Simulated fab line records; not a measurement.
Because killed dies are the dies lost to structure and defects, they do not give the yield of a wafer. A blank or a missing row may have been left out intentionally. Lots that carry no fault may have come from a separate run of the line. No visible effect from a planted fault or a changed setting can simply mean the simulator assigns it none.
fab line records	flow sky130
record: lots: 10	wafers: 30	last_day: 50
route steps=708 shown SPACER@304 VIA1@474
lots that met no fault: from a run of the same line without faults
start_h: the number of hours between the record's first day and the start of the first shown wafer of the lot	wait_h: how many hours have passed since the lot's step before this one	" identical to the entry in the row above	L1.1+2: several wafers, shown together as one row	- no value, or no start was given	* or withheld: withheld	< > ~ a bound
route shown NAME@n: a module of which the file shows steps, and the number in the route of the first	usual: mean/standard deviation of fault-free wafers	same: alike in all rows	chamber/n: place in a boat	sites: the reading at each site	_std_site: standard deviation across them	_edge_site: the outer-site mean with the inner-site mean subtracted	radius_mm: for every site, how far away it sits from the centre of the wafer	mask NAME#n: copy n	behind: the most recent tool/chamber to have shaped the wafer	hold: cause of the lot's hold/its duration in hours/its outcome	device: whichever transistor did not switch (one of n, p or np)	end of line: the route-end tests of the same wafers	a step without rows: its recipe alone	killed: dies that structure and defects cost at the first sort, which is not the same as the wafer's yield	map: dies across one wafer; x = killed, . = not, _ = none there
set.NAME: setting as actually run; set.NAME@STEP: the setting as run at that earlier step	model.NAME: the simulator's own value behind a step, which no gauge read
a sample of lots followed through the steps of the route, with each step as a table and each wafer as a row
services: a tool's chamber out of use, with start hour (start_h, from the record's first day; less than 0 if before it), hours out, and reason
== steps ==
step: SKY_SPACER_CVD_00
recipe: material: Si3N4	precursor: DCS/NH3	target_thk_nm: 43.1	temp_c: 770	time_s: 740	pressure_mtorr: 250
usual: spike_tc_centre_C: 769.9/1.1	spike_tc_lower_C: 769.8/1	spike_tc_top_C: 785.0/2.6	spike_tc_upper_C: 768.9/1	susceptor_temp_C: 770.0/0.34
same: time_s: 740
lot.wafer	tool	chamber	start_h	wait_h	spike_tc_centre_C	spike_tc_lower_C	spike_tc_top_C	spike_tc_upper_C	susceptor_temp_C
L936.2	lpcvd-02	1	548.49	0.4	770.8	771.3	786.9	769.1	769.5
L936.5	"	1	"	"	770.6	769.8	786.6	767.5	770.0
L936.6	"	1	"	"	771.1	770.0	787.9	768.3	769.8
L937.2	lpcvd-02	0	567.83	0.7	771.1	768.7	781.8	768.5	770.7
L937.3	"	0	"	"	767.2	770.2	783.9	769.3	770.4
L937.6	"	0	"	"	769.1	770.7	781.6	769.4	770.4
L938.2	lpcvd-02	1	567.83	1.1	769.1	769.8	788.9	768.5	770.1
L938.3	"	1	"	"	772.0	768.8	787.4	769.8	769.7
L938.5	"	1	"	"	771.3	769.6	786.2	768.3	769.7
L941.1	lpcvd-02	0	578.89	0.1	769.8	769.2	783.6	767.6	770.3
L941.3	"	0	"	"	769.2	770.2	781.1	768.6	770.3
L941.6	"	0	"	"	769.7	771.2	782.8	767.6	770.3
L942.3	lpcvd-02	1	589.56	0.0	770.4	769.8	788.4	767.8	769.7
L942.4	"	1	"	"	768.1	771.0	788.3	770.0	769.8
L942.6	"	1	"	"	769.8	768.6	787.8	768.6	769.0
L943.1	lpcvd-02	0	601.11	1.4	771.4	770.4	783.4	767.3	770.5
L943.2	"	0	"	"	770.0	768.3	782.6	766.8	770.2
L943.5	"	0	"	"	769.1	769.9	782.2	769.7	770.2
L947.2	lpcvd-02	0	643.49	12.5	760.9	761.4	773.7	762.1	770.2
L947.4	"	0	"	"	762.0	762.0	775.7	761.3	770.4
L947.6	"	0	"	"	761.5	760.6	775.5	761.8	769.9
L949.1	lpcvd-02	1	663.40	0.0	762.0	763.3	779.7	761.5	769.5
L949.2	"	1	"	"	762.5	762.1	779.4	762.1	769.9
L949.3	"	1	"	"	763.1	763.9	780.4	761.2	769.9
L957.1	lpcvd-02	1	720.49	2.4	770.9	769.1	787.8	769.2	770.1
L957.2	"	1	"	"	770.8	771.2	787.1	770.1	769.9
L957.5	"	1	"	"	770.7	769.4	787.1	769.9	769.7
L958.1	lpcvd-02	1	724.75	0.0	770.1	771.8	786.0	768.9	770.2
L958.2	"	1	"	"	771.1	769.4	787.3	768.1	770.3
L958.6	"	1	"	"	770.2	768.7	787.5	768.4	770.2
step: SKY_SPACER_THK_MEAS_01
recipe: reads: Si3N4_of_SPACER_CVD_00
usual: SPACER_CVD_00_THK: 43.5/0.49
lot.wafer	tool	chamber	start_h	wait_h	SPACER_CVD_00_THK[nm]
L936.2	film_metro-03	-	549.70	0.0	43.4
L936.5	"	-	"	"	43.3
L936.6	"	-	"	"	43.1
L938.2	film_metro-04	-	569.04	0.0	43.9
L938.3	"	-	"	"	43.9
L938.5	"	-	"	"	43.7
L937.2	film_metro-04	-	569.10	0.1	43.5
L937.3	"	-	"	"	43.3
L937.6	"	-	"	"	43.7
L941.1	film_metro-02	-	580.10	0.0	45.2
L941.3	"	-	"	"	44.9
L941.6	"	-	"	"	44.4
L942.3	film_metro-04	-	590.78	0.0	43.5
L942.4	"	-	"	"	44.1
L942.6	"	-	"	"	44.0
L943.1	film_metro-03	-	602.92	0.0	43.1
L943.2	"	-	"	"	42.9
L943.5	"	-	"	"	42.8
L947.2	film_metro-02	-	644.71	0.0	37.4
L947.4	"	-	"	"	37.6
L947.6	"	-	"	"	37.5
L949.1	film_metro-02	-	664.60	0.0	37.4
L949.2	"	-	"	"	37.4
L949.3	"	-	"	"	37.6
L957.1	film_metro-02	-	721.70	0.0	43.3
L957.2	"	-	"	"	43.1
L957.5	"	-	"	"	42.9
L958.1	film_metro-04	-	726.55	0.0	42.7
L958.2	"	-	"	"	42.3
L958.6	"	-	"	"	42.5
step: SKY_SPACER_ETCHBACK_02
recipe: chemistry: CH3F/O2	target: Si3N4	stop_on: SiO2	source_w: 400	bias_w: 80	pressure_mtorr: 25	ch3f_flow_sccm: 40	O2_flow_sccm: 30	time_s: 46.7	target_depth_a: 450
usual: ch3f_flow_sccm: 40.02/0.13	drypump_motor_current_A: 5.3/0.39	oes_product_au: 0.859/0.0073	throttle_valve_pct: 10.563/0.0089
same: time_s: 46.7
lot.wafer	tool	chamber	start_h	wait_h	ch3f_flow_sccm	drypump_motor_current_A	oes_product_au	rf_hours_counter_h	throttle_valve_pct
L936.2	rie_diel-01	3	549.75	0.0	40.09	5.8	0.850	77	10.568
L936.5	"	2	"	"	39.93	4.7	0.856	-	10.571
L936.6	"	1	"	"	40.30	5.2	0.855	-	10.567
L938.2	rie_diel-03	1	569.09	0.0	39.90	4.6	0.860	6	10.573
L938.3	"	3	"	"	40.03	5.8	0.857	62	10.551
L938.5	"	0	"	"	40.33	5.5	0.858	-	10.573
L937.2	rie_diel-03	2	569.15	0.0	39.97	5.3	0.871	8	10.576
L937.3	"	1	"	"	40.09	4.6	0.856	7	10.550
L937.6	"	0	"	"	40.18	5.5	0.862	-	10.554
L941.1	rie_diel-01	3	580.16	0.1	40.02	5.8	0.878	0	10.577
L941.3	"	0	"	"	40.08	5.7	0.883	6	10.574
L941.6	"	2	"	"	39.91	4.7	0.867	-	10.566
L942.3	rie_diel-01	2	590.82	0.0	39.94	4.7	0.855	73	10.561
L942.4	"	2	"	"	39.98	4.7	0.866	-	10.564
L942.6	"	0	"	"	40.25	5.7	0.868	-	10.557
L943.1	rie_diel-03	1	602.98	0.1	40.10	4.6	0.850	7	10.565
L943.2	"	0	"	"	39.97	5.5	0.848	30	10.577
L943.5	"	1	"	"	40.15	4.6	0.847	-	10.563
L947.2	rie_diel-03	2	644.76	0.0	39.86	5.3	0.791	9	10.536
L947.4	"	1	"	"	40.19	4.6	0.800	8	10.559
L947.6	"	3	"	"	39.84	5.9	0.799	-	10.545
L949.1	rie_diel-03	2	664.66	0.1	40.30	5.3	0.787	10	10.539
L949.2	"	0	"	"	40.12	5.5	0.791	31	10.569
L949.3	"	1	"	"	40.13	4.6	0.797	8	10.576
L957.1	rie_diel-01	1	721.76	0.1	39.97	5.2	0.856	2	10.542
L957.2	"	0	"	"	39.90	5.7	0.857	9	10.568
L957.5	"	2	"	"	40.24	4.7	0.847	-	10.556
L958.1	rie_diel-02	2	726.61	0.1	40.02	5.0	0.853	16	10.558
L958.2	"	0	"	"	39.91	5.0	0.846	17	10.545
L958.6	"	1	"	"	40.13	5.3	0.846	-	10.562
step: SKY_VIA1_STRIP_16
recipe: chemistry: O2/N2	power_w: 1400	pressure_mtorr: 1500	platen_temp_c: withheld	o2_flow_sccm: 3000	n2_flow_sccm: 300	overash_fraction: 0.5
usual: drypump_motor_current_A: 5.5/0.45	o2_flow_sccm: 3001/9	oes_product_au: 0.416/0.0048	strip_time_to_endpoint_s: 4.457/0.026
lot.wafer	tool	chamber	start_h	wait_h	drypump_motor_current_A	o2_flow_sccm	oes_product_au	rf_hours_counter_h	strip_time_to_endpoint_s
L936.2	plasma_asher-01	1	810.61	0.0	5.8	3018	0.419	37	4.492
L936.5	"	0	"	"	4.9	3003	0.417	-	4.482
L936.6	"	1	"	"	5.8	3015	0.419	-	4.473
L938.2	plasma_asher-03	1	828.80	0.0	5.0	2985	0.412	8	4.453
L938.3	"	0	"	"	6.0	2998	0.414	-	4.421
L938.5	"	0	"	"	6.0	2987	0.411	-	4.458
L937.2	plasma_asher-03	0	829.95	0.0	6.0	3005	0.414	8	4.495
L937.3	"	1	"	"	5.0	3007	0.405	-	4.435
L937.6	"	1	"	"	5.0	3003	0.414	-	4.457
L941.1	plasma_asher-03	1	838.90	0.0	5.0	3009	0.418	10	4.412
L941.3	"	1	"	"	5.0	2993	0.417	-	4.466
L941.6	"	1	"	"	5.0	3005	0.422	-	4.464
L942.3	plasma_asher-01	0	847.80	0.1	4.9	3001	0.415	-	4.436
L942.4	"	1	"	"	5.8	3003	0.417	-	4.463
L942.6	"	0	"	"	4.9	3003	0.422	-	4.492
L943.1	plasma_asher-03	0	859.49	0.0	6.0	2990	0.409	12	4.463
L943.2	"	1	"	"	4.9	2990	0.414	12	4.417
L943.5	"	0	"	"	5.9	2999	0.414	-	4.479
L947.2	plasma_asher-02	1	896.94	0.0	5.4	2992	0.421	107	4.481
L947.4	"	1	"	"	5.4	3001	0.407	-	4.453
L947.6	"	0	"	"	6.0	2993	0.413	-	4.481
L949.1	plasma_asher-02	1	914.60	0.0	5.4	2995	0.410	109	4.449
L949.2	"	0	"	"	6.0	2999	0.418	109	4.470
L949.3	"	0	"	"	6.0	3014	0.412	-	4.489
L957.1	plasma_asher-02	0	963.99	0.0	6.0	2996	0.415	114	4.460
L957.2	"	1	"	"	5.4	2981	0.402	114	4.412
L957.5	"	0	"	"	6.0	2990	0.414	-	4.467
L958.1	plasma_asher-02	0	969.00	0.0	6.0	3010	0.414	114	4.407
L958.2	"	1	"	"	5.4	2997	0.415	114	4.446
L958.6	"	0	"	"	6.0	3013	0.418	-	4.454
step: SKY_VIA1_CVD_21
recipe: material: W	target_thk_nm: 270	time_s: 80.902	temp_c: 400	pressure_torr: 40
usual: heater_power_w: 834/61	susceptor_temp_C: 399.96/0.24
same: time_s: 80.902
lot.wafer	tool	chamber	start_h	wait_h	heater_power_w	susceptor_temp_C
L936.2	cvd_w-01	0	811.26	0.0	856	399.95
L936.5	"	1	"	"	931	400.10
L936.6	"	0	"	"	859	399.90
L938.2	cvd_w-01	0	829.45	0.0	857	399.77
L938.3	"	0	"	"	862	400.13
L938.5	"	0	"	"	853	399.74
L937.2	cvd_w-01	1	830.60	0.0	910	399.93
L937.3	"	1	"	"	907	400.18
L937.6	"	0	"	"	854	400.14
L941.1	cvd_w-01	1	839.55	0.0	890	400.24
L941.3	"	0	"	"	861	400.04
L941.6	"	1	"	"	907	400.04
L942.3	cvd_w-01	0	848.49	0.1	846	400.22
L942.4	"	1	"	"	909	399.57
L942.6	"	1	"	"	930	400.15
L943.1	cvd_w-02	0	860.14	0.0	804	399.59
L943.2	"	1	"	"	783	400.11
L943.5	"	0	"	"	781	399.63
L947.2	cvd_w-02	1	897.62	0.1	782	399.76
L947.4	"	1	"	"	763	399.72
L947.6	"	1	"	"	815	399.77
L949.1	cvd_w-01	0	915.29	0.0	851	400.02
L949.2	"	1	"	"	915	399.81
L949.3	"	0	"	"	836	399.84
L957.1	cvd_w-02	1	964.98	0.0	835	399.94
L957.2	"	0	"	"	730	399.86
L957.5	"	1	"	"	823	399.73
L958.1	cvd_w-02	1	969.65	0.0	790	399.90
L958.2	"	0	"	"	716	400.09
L958.6	"	0	"	"	725	400.52
step: SKY_VIA1_RS_MEAS_22
recipe: thk_meas_gauge: four-point-probe	reads: W_of_VIA1_CVD_21+TiN_of_VIA1_SPUTTER_20
usual: VIA1_W_RS: 0.425/0.0057
lot.wafer	tool	chamber	start_h	wait_h	VIA1_W_RS[ohm/sq]
L936.2	film_metro-01	-	811.38	0.1	0.425
L936.5	"	-	"	"	0.419
L936.6	"	-	"	"	0.424
L938.2	film_metro-01	-	829.56	0.1	0.421
L938.3	"	-	"	"	0.425
L938.5	"	-	"	"	0.423
L937.2	film_metro-04	-	830.71	0.1	0.419
L937.3	"	-	"	"	0.425
L937.6	"	-	"	"	0.423
L941.1	film_metro-01	-	839.64	0.1	0.417
L941.3	"	-	"	"	0.419
L941.6	"	-	"	"	0.416
L942.3	film_metro-04	-	848.59	0.1	0.422
L942.4	"	-	"	"	0.422
L942.6	"	-	"	"	0.419
L943.1	film_metro-01	-	860.24	0.1	0.435
L943.2	"	-	"	"	0.429
L943.5	"	-	"	"	0.431
L947.2	film_metro-02	-	897.79	0.1	0.428
L947.4	"	-	"	"	0.434
L947.6	"	-	"	"	0.433
L949.1	film_metro-01	-	915.38	0.1	0.428
L949.2	"	-	"	"	0.425
L949.3	"	-	"	"	0.433
L957.1	film_metro-04	-	965.07	0.1	0.427
L957.2	"	-	"	"	0.436
L957.5	"	-	"	"	0.422
L958.1	film_metro-04	-	969.74	0.1	0.425
L958.2	"	-	"	"	0.427
L958.6	"	-	"	"	0.431
== services ==
tool	chamber	start_h	hours	kind
rie_diel-01	0	554.22	4.8	repair
plasma_asher-03	-	568.71	1.1	repair
cvd_w-02	-	569.32	2.8	pm
plasma_asher-03	-	570.49	1.9	repair
lpcvd-02	-	574.92	0.8	repair
rie_diel-03	1	595.12	3.1	repair
lpcvd-02	-	624.93	17.2	pm
cvd_w-01	-	655.95	0.7	repair
cvd_w-01	-	666.17	1.0	repair
plasma_asher-03	-	681.42	1.1	repair
plasma_asher-02	-	696.93	8.1	repair
cvd_w-02	-	703.08	0.8	repair
rie_diel-03	2	703.24	2.7	repair
plasma_asher-03	-	733.75	9.0	pm
lpcvd-02	-	736.16	1.3	repair
lpcvd-02	-	790.48	0.8	pm
cvd_w-01	-	804.22	3.8	pm
cvd_w-01	1	888.22	5.7	repair
lpcvd-02	-	904.25	0.7	repair
rie_diel-03	2	918.33	1.2	repair
rie_diel-03	0	922.71	17.3	repair
rie_diel-03	1	933.75	6.1	repair
cvd_w-01	0	955.18	1.5	repair
rie_diel-03	-	965.25	2.8	pm
== key ==
first_sign: step: SKY_SPACER_CVD_00	reading: spike_tc_centre_C	direction: down	sigmas: 7.4	usual: 769.9	struck: 762.0
effect: step: SKY_SPACER_CVD_00	reading: spike_tc_lower_C	direction: down	sigmas: 7.3	usual: 769.8	struck: 762.2
effect: step: SKY_SPACER_THK_MEAS_01	reading: SPACER_CVD_00_THK	direction: down	sigmas: 12	usual: 43.5	struck: 37.5
effect: step: SKY_SPACER_ETCHBACK_02	reading: oes_product_au	direction: down	sigmas: 9	usual: 0.859	struck: 0.794
met_at SKY_SPACER_CVD_00
struck_lots L947,L949
tester_left_out L947,L949
not_acting_at SKY_VIA1_STRIP_16,SKY_VIA1_CVD_21,SKY_VIA1_RS_MEAS_22
onset_between 601.11 643.49
fault: kind: process_parameter_drift	tool: lpcvd-02	chamber: -	onset_h: 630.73	steps: SKY_SPACER_CVD_00	channel: temp_c	offset: *	shape: step	end_h: 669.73	acts_in: *	stated: *
tester_left_out: of these lots the tester's yield and bins aren't shown, on N5 and GAA mostly nor the transistor test; their killed dies are dies lost to structure and defects alone, not to doping, threshold or leakage, so they don't give the yield
